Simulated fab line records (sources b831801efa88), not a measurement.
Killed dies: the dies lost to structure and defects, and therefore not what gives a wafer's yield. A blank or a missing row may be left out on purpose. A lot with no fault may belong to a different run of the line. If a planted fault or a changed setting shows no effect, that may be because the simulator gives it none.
Problem report, 8D (eight disciplines) form, completed by code + flow sfqLine + the parts of the form that need people (team, actions taken, sign-off) are left out

## 1. THE ISSUE
Across 6 wafers from 2 lots, M1_NB_RS at SFQ_M1_RS_MEAS_909 averages 0.769 ohm/sq, while fault-free wafers read 0.890 ohm/sq with a standard deviation of 0.012. That puts it -10 standard deviations away from the usual mean.
The step: measures by four-point-probe.
Seen first at day 27 01:44 on filmMetro-01, wafer L857.2. At this step, 42 wafers from 14 lots have a number in the record. The rule behind "out" and "out of limits": a value lying over 4 standard deviations away from the usual mean. The rest of the wafers with a number are treated as sound.

## 2. WHAT THIS IS AND IS NOT
| question                    | is                     | is not                                                                 |
|-----------------------------|------------------------|------------------------------------------------------------------------|
| which readings at this step | M1_NB_RS               | -                                                                      |
| which lots                  | L857, L858             | L836, L837, L838, L839, L843, L844, L845, L846, L849, L850, L856, L859 |
| which wafers of those lots  | all that have a number | -                                                                      |
| read on which gauges        | filmMetro-01           | filmMetro-02, filmMetro-03                                             |
| when                        | from day 27 01:44      | up to then (33 sound wafers); but 3 sound wafers of L859 came after    |

## 3. WHAT RULES OUT EACH SUSPECT
Counting: any tool at a process step up to the reading is kept as a suspect provided that every lot that is out went through it and no sound lot did after the first of them.
- the gauge at SFQ_M1_RS_MEAS_909 has been ruled out. All the wafers that are out were read on filmMetro-01, but those of them that SFQ_TRILAYER_M1_ETCH_METAL_ETCH_042 has rows for are out there too, on other tools.
- pvdSputter-05 at SFQ_TRILAYER_M1_DEP_SPUTTER_037 (material Nb, target thk 200 nm, time 133.3 s): kept. It ran every lot that is out, first L857 (day 27 01:37), and no sound lot after that; its last sound lot up to then is L843 (day 21 11:46).
Remaining after the count: pvdSputter-05 at SFQ_TRILAYER_M1_DEP_SPUTTER_037.

## 4. THE CAUSE (what the simulator had put in)
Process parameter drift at SFQ_TRILAYER_M1_DEP_SPUTTER_037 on pvdSputter-05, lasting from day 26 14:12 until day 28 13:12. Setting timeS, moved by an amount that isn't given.
Counting left only this tool.

## 5. THE EFFECT CHAIN, in route order
One row per reading whose mean, taken over the struck wafers that have a number, lies over 3 standard deviations from the usual. Only readings for which the record gives a usual standard deviation are gone through. hours: the time from each lot's start at the first step in this table that gives one to its start at this step, as a median over the lots. sigmas: the change in usual standard deviations.
| hours | step                                | reading      | usual        | on struck wafers | change | sigmas |
|-------|-------------------------------------|--------------|--------------|------------------|--------|--------|
| 0     | SFQ_M1_RS_MEAS_909                  | M1_NB_RS     | 0.890 ohm/sq | 0.769            | -0.121 | -10    |
| 138   | SFQ_TRILAYER_M1_ETCH_METAL_ETCH_042 | oesProductAu | 0.894 a.u.   | 0.974            | +0.080 | +9.4   |
Process steps it contains:
- SFQ_TRILAYER_M1_ETCH_METAL_ETCH_042: etches Nb in Cl2/Ar, stops on SiO2, target depth 240 nm, time 120 s.

## 6. HOW IT WOULD HAVE BEEN CAUGHT EARLIER
12 hours passed between the start of the fault at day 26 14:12 and the first reading out of limits at a measuring or inspecting step in this record, taken at day 27 01:44.
Tool readings at SFQ_TRILAYER_M1_DEP_SPUTTER_037 with a usual standard deviation given in the record: none out on any struck wafer, hence no alarm at a limit of 4 standard deviations on them.
Of the lots that are out (2), L858 began SFQ_TRILAYER_M1_DEP_SPUTTER_037 on pvdSputter-05 after day 27 01:44. Putting the tool on hold at that point would have spared it.
